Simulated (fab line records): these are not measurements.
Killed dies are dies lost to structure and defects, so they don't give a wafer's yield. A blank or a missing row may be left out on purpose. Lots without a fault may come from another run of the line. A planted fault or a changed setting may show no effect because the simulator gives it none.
Matching of chambers	flow sky130	SKY_VIA2_CMP_02 on cmp-02 has 4 sister chambers
The step polishes SiO2. 8 wafers are shown with their chamber, then 12 later ones without.

== WAFERS, EACH WITH ITS CHAMBER ==
wafer	chamber	motor current A (A)
L087.4	2	12.6
L088.4	1	14.3
L088.6	2	13.1
L089.5	0	9.9
L089.6	3	11.3
L090.1	1	14.3
L090.5	3	12.3
L090.6	0	10.7

== WAFERS WHOSE CHAMBER IS MISSING ==
wafer	motor current A (A)
L091.1	12.6
L091.4	10.4
L091.5	9.8
L093.1	14.2
L093.4	10.2
L093.6	10.8
L092.1	13.4
L092.4	11.6
L092.5	14.7
L097.3	10.6
L097.4	11.8
L097.6	13.0

== THE CHAMBER EACH PASSED THROUGH ==
wafer	from the rows above	in truth
L091.1	can't be placed: 2 or 3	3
L091.4	0	0
L091.5	0	0
L093.1	1	1
L093.4	0	0
L093.6	can't be placed: 0 or 3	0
L092.1	can't be placed: 2 or 1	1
L092.4	3	3
L092.5	1	1
L097.3	can't be placed: 0 or 3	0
L097.4	3	3
L097.6	2	2
8 of 12 placed correctly. Not placeable from these rows: 4 (in 4, the candidates include the true chamber). Wrongly placed: 0.
How it was worked out, from the rows above alone: a wafer's distance from a chamber is the root of the sum, over the readings, of the square of ((its reading less the chamber's mean) divided by the reading's scatter). If the next closest chamber is less than 2 further off than the closest, the wafer can't be placed; otherwise it belongs to the closest. The mean given for a chamber averages the wafers shown for that chamber. The scatter is the square root of a quotient: the sum, over the shown wafers, of each reading's squared deviation from its chamber's mean, divided by wafers minus chambers.
